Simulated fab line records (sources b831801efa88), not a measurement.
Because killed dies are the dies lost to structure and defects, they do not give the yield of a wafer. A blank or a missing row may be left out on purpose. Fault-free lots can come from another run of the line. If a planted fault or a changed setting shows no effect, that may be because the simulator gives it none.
Which tool is to blame?	flow gf180mcu	72 wafers from 24 lots sampled at 5 of the route's 602 steps

## WHAT EACH GAUGE READ, for each wafer
GF_V1_OVL_MEAS_15.
lot	measured	on	V1_OVL (nm)
L074	day 18 06:55	overlay-02	-8 -9 -7
L075	day 18 16:47	overlay-01	-4 -7 -6
L076	day 19 06:16	overlay-02	0 1 -4
L077	day 19 16:41	overlay-01	5 9 -5
L078	day 19 21:09	overlay-01	4 7 8
L079	day 20 14:13	overlay-01	9 4 11
L080	day 20 19:16	overlay-01	-4 -6 -5
L081	day 21 02:34	overlay-01	-1 2 5
L082	day 21 06:56	overlay-01	6 -2 -3
L083	day 21 22:35	overlay-02	-1 -5 -2
L084	day 22 03:23	overlay-02	6 0 -4
L085	day 22 12:53	overlay-02	-1 6 0
L086	day 22 16:28	overlay-02	-1 -2 -2
L087	day 23 01:15	overlay-02	4 5 4
L088	day 23 10:34	overlay-02	6 9 8
L089	day 23 20:16	overlay-02	-3 -2 -8
L090	day 24 03:17	overlay-01	-3 -1 2
L091	day 24 12:40	overlay-02	3 6 1
L092	day 24 21:08	overlay-01	-1 5 1
L093	day 25 03:37	overlay-01	4 5 6
L094	day 25 09:46	overlay-02	3 -1 2
L095	day 25 16:58	overlay-01	-1 0 2
L096	day 26 02:04	overlay-01	2 -1 5
L097	day 26 09:34	overlay-01	3 2 3

GF_V1_THK_MEAS_25: measures by xrf.
lot	measured	on	V1_W_THK (nm)
L074	day 18 07:59	film-metro-04	365 364 366
L075	day 18 17:59	film-metro-04	370 367 367
L076	day 19 07:23	film-metro-02	364 368 369
L077	day 19 17:43	film-metro-04	366 369 368
L078	day 19 22:11	film-metro-04	364 374 370
L079	day 20 19:34	film-metro-01	366 366 367
L080	day 20 20:20	film-metro-01	355 353 369
L081	day 21 03:37	film-metro-04	361 361 362
L082	day 21 07:58	film-metro-04	365 358 366
L083	day 21 23:37	film-metro-04	366 357 360
L084	day 22 04:25	film-metro-02	364 363 365
L085	day 22 13:55	film-metro-02	369 371 368
L086	day 22 17:30	film-metro-02	368 363 363
L087	day 23 02:18	film-metro-01	363 363 366
L088	day 23 11:37	film-metro-01	360 360 364
L089	day 23 21:19	film-metro-04	372 368 378
L090	day 24 04:40	film-metro-04	369 370 364
L091	day 24 13:41	film-metro-04	367 371 372
L092	day 24 22:12	film-metro-04	369 367 370
L093	day 25 04:44	film-metro-01	359 363 360
L094	day 25 10:48	film-metro-04	367 369 363
L095	day 25 18:01	film-metro-04	360 363 362
L096	day 26 03:13	film-metro-02	371 367 370
L097	day 26 10:37	film-metro-02	363 366 365

GF_M4_RS_MEAS_05: a four-point-probe measurement.
lot	measured	on	M4_ALCU_RS (ohm/sq)
L074	day 22 15:02	film-metro-04	0.0707 0.0701 0.0706
L075	day 22 23:54	film-metro-04	0.0693 0.0694 0.0701
L076	day 23 14:37	film-metro-04	0.0705 0.0704 0.0701
L077	day 23 23:14	film-metro-04	0.0683 0.0701 0.0697
L078	day 24 02:23	film-metro-03	0.0702 0.0697 0.0705
L079	day 24 22:13	film-metro-03	0.0727 0.0707 0.0703
L080	day 25 01:36	film-metro-04	0.0701 0.0698 0.0705
L081	day 25 07:36	film-metro-04	0.0701 0.0699 0.0699
L082	day 25 08:35	film-metro-04	0.0700 0.0702 0.0693
L083	day 25 23:43	film-metro-04	0.0683 0.0685 0.0693
L084	day 26 06:05	film-metro-03	0.0712 0.0704 0.0712
L085	day 26 11:44	film-metro-02	0.0700 0.0701 0.0689
L086	day 26 15:29	film-metro-04	0.0700 0.0691 0.0697
L087	day 26 22:50	film-metro-03	0.0709 0.0713 0.0698
L088	day 27 08:40	film-metro-04	0.0705 0.0691 0.0705
L089	day 27 16:33	film-metro-03	0.0700 0.0707 0.0702
L090	day 27 23:37	film-metro-04	0.0695 0.0695 0.0692
L091	day 28 06:35	film-metro-03	0.0700 0.0695 0.0701
L092	day 28 16:02	film-metro-04	0.0698 0.0702 0.0704
L093	day 28 21:36	film-metro-03	0.0688 0.0689 0.0686
L094	day 29 02:23	film-metro-02	0.0695 0.0702 0.0694
L095	day 29 09:23	film-metro-03	0.0698 0.0690 0.0688
L096	day 29 16:09	film-metro-03	0.0707 0.0713 0.0705
L097	day 29 22:19	film-metro-04	0.0692 0.0706 0.0693

## WHAT TOOL EACH LOT RAN ON (gives the tool, then ch and the chambers of the sampled wafers, and finally the start)
lot	GF_V1_STRIP_18	GF_M2_SPUTTER_01
L074	plasma-asher-02 ch 0,1, day 18 07:05	pvd-sputter-03, day 18 08:26
L075	plasma-asher-03 ch 0,1, day 18 16:58	pvd-sputter-03, day 18 18:27
L076	plasma-asher-02 ch 0,1, day 19 06:25	pvd-sputter-03, day 19 07:50
L077	plasma-asher-02 ch 0,1, day 19 16:52	pvd-sputter-03, day 19 18:11
L078	plasma-asher-03 ch 0,1, day 19 21:20	pvd-sputter-04, day 19 22:38
L079	plasma-asher-03 ch 0,1, day 20 14:23	pvd-sputter-03, day 20 20:02
L080	plasma-asher-02 ch 0,1, day 20 19:26	pvd-sputter-03, day 20 20:47
L081	plasma-asher-02 ch 0,1, day 21 02:44	pvd-sputter-02, day 21 04:04
L082	plasma-asher-01 ch 0,1, day 21 07:07	pvd-sputter-02, day 21 08:25
L083	plasma-asher-02 ch 0, day 21 22:45	pvd-sputter-03, day 22 00:05
L084	plasma-asher-03 ch 0,1, day 22 03:34	pvd-sputter-04, day 22 04:52
L085	plasma-asher-01 ch 0,1, day 22 13:04	pvd-sputter-02, day 22 14:23
L086	plasma-asher-03 ch 0,1, day 22 16:38	pvd-sputter-02, day 22 17:58
L087	plasma-asher-02 ch 0,1, day 23 01:24	pvd-sputter-03, day 23 02:45
L088	plasma-asher-02 ch 0,1, day 23 10:43	pvd-sputter-02, day 23 12:04
L089	plasma-asher-02 ch 0,1, day 23 20:26	pvd-sputter-03, day 23 21:46
L090	plasma-asher-02 ch 1, day 24 03:27	pvd-sputter-02, day 24 05:08
L091	plasma-asher-03 ch 0,1, day 24 12:49	pvd-sputter-04, day 24 14:09
L092	plasma-asher-01 ch 0,1, day 24 21:19	pvd-sputter-03, day 24 22:42
L093	plasma-asher-02 ch 0,1, day 25 03:46	pvd-sputter-02, day 25 05:11
L094	plasma-asher-01 ch 0, day 25 09:55	pvd-sputter-04, day 25 11:15
L095	plasma-asher-02 ch 0,1, day 25 17:08	pvd-sputter-02, day 25 18:28
L096	plasma-asher-01 ch 0,1, day 26 02:13	pvd-sputter-04, day 26 03:40
L097	plasma-asher-01 ch 0,1, day 26 09:45	pvd-sputter-04, day 26 11:03
- GF_V1_STRIP_18: strips in O2/N2.
- GF_M2_SPUTTER_01: material TiN, target thk 30 nm, time 25 s.

## AS READ BY THE TOOLS THEMSELVES (means over the sampled wafers that have a number; for cases with no such wafer, the mark the record gives instead)
GF_V1_STRIP_18.
lot	tool	drypump-motor-current-A (A)	heater-power-w (W)	oes-product-au (a.u.)
L074	plasma-asher-02	5.4	300	0.595
L075	plasma-asher-03	6.3	304	0.593
L076	plasma-asher-02	5.5	305	0.588
L077	plasma-asher-02	5.6	294	0.590
L078	plasma-asher-03	6.3	308	0.593
L079	plasma-asher-03	6.5	305	0.595
L080	plasma-asher-02	5.6	294	0.596
L081	plasma-asher-02	5.5	304	0.596
L082	plasma-asher-01	5.8	319	0.594
L083	plasma-asher-02	5.7	280	0.592
L084	plasma-asher-03	6.4	309	0.592
L085	plasma-asher-01	6.1	320	0.593
L086	plasma-asher-03	6.4	305	0.594
L087	plasma-asher-02	5.6	298	0.594
L088	plasma-asher-02	5.6	292	0.593
L089	plasma-asher-02	5.5	303	0.598
L090	plasma-asher-02	5.3	324	0.590
L091	plasma-asher-03	6.3	302	0.589
L092	plasma-asher-01	5.8	316	0.595
L093	plasma-asher-02	5.5	306	0.588
L094	plasma-asher-01	6.3	321	0.597
L095	plasma-asher-02	5.4	305	0.591
L096	plasma-asher-01	5.8	316	0.590
L097	plasma-asher-01	5.8	325	0.595

GF_M2_SPUTTER_01.
lot	tool	throttle-valve-pct (%)
L074	pvd-sputter-03	30.1
L075	pvd-sputter-03	29.6
L076	pvd-sputter-03	29.9
L077	pvd-sputter-03	29.4
L078	pvd-sputter-04	29.5
L079	pvd-sputter-03	30.1
L080	pvd-sputter-03	30.1
L081	pvd-sputter-02	31.0
L082	pvd-sputter-02	31.4
L083	pvd-sputter-03	30.1
L084	pvd-sputter-04	29.5
L085	pvd-sputter-02	31.0
L086	pvd-sputter-02	29.8
L087	pvd-sputter-03	29.9
L088	pvd-sputter-02	30.9
L089	pvd-sputter-03	29.8
L090	pvd-sputter-02	30.5
L091	pvd-sputter-04	29.4
L092	pvd-sputter-03	30.3
L093	pvd-sputter-02	30.9
L094	pvd-sputter-04	29.6
L095	pvd-sputter-02	30.8
L096	pvd-sputter-04	29.1
L097	pvd-sputter-04	29.8

## THE ANSWER, worked out from the rows above alone
Rule: usual is defined by the lots themselves. Put in order of their means at a reading, lots are off if they are a third of the lots or fewer, leave a main group of 4 or more, and stand apart from it by a gap of 3 or more times the standard deviation of the main group's means; of several such gaps the widest counts. The tables above print the reading to a certain number of digits; a main group whose means all agree to those digits is not used. A lot without any number at a reading at which 4 lots or more have one is off too. All remaining lots with rows at the step are treated as sound. First the gauges in route order, then the tools' own readings, where a lot's mean is used as printed above. At the first step where some lot is off, the reading lying furthest off is the one used; lots without a number count as furthest.
No lot is off at any reading shown: from this, nothing can be told.

## WHAT WAS PUT IN BY THE SIMULATOR
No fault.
